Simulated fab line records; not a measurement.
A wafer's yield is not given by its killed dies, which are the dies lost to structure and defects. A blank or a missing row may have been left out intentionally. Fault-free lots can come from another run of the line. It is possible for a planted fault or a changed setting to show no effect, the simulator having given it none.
2 desks, one fault    flow sky130    what lay behind the numbers comes last; until then each desk has only its own

== FOR THE TOOL OWNER'S DESK: implanter-01 ==
For each lot that ran on this tool, the mean over its sampled wafers that have a number, from the tool's own readings at SKY_LDD_N_IMPLANT_12. Any lot whose mean is over 4 standard deviations away from the usual mean is out of limits and marked OUT; that distance is given in the brackets.
Columns: A = beam-energy-keV at SKY_LDD_N_IMPLANT_12, usual 49.997
lot   first seen here  A
L355  day 18 18:58     49.988
L364  day 22 04:39     38.013 (-99 or more) OUT
L368  day 23 16:56     37.993 (-99 or more) OUT
This desk's verdict: out of limits on L364, L368, starting with L364 at day 22 04:39 (beam-energy-keV at SKY_LDD_N_IMPLANT_12). Within limits: L355.

== THE METROLOGY DESK ==
Means of the sampled wafers that have a number, per lot and without regard to the tool the lot ran on: this is what the gauges read. Any lot whose mean is over 4 standard deviations away from the usual mean is out of limits and marked OUT; that distance is given in the brackets.
Columns: A = LDD_N_OVL at SKY_LDD_N_OVL_MEAS_07, usual -0.9 nm
lot   first seen here  A
L356  day 18 18:08     0.9
L355  day 18 18:19     -2.0
L364  day 22 04:01     1.1
L368  day 23 16:18     -1.2
L371  day 24 21:46     -2.0
L374  day 25 14:39     -3.6
This desk's verdict: no lot among the 6 shows anything out of limits.

== PUT TOGETHER ==
The tool owner's desk had the chance to raise an alarm at day 22 04:39 on L364, L368.
Metrology desk: nothing out of limits seen.
The metrology desk holds a record of L364, L368, inside its limits.
All the named lots went through SKY_LDD_N_IMPLANT_12 on implanter-01.

== WHAT THE SIMULATOR HAD INSERTED ==
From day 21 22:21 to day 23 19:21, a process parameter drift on implanter-01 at SKY_LDD_N_IMPLANT_12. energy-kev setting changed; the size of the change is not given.
Shown lots that were struck: L364, L368.
Each desk's first reading out of limits, in hours after the fault started: the tool owner's desk, 6.
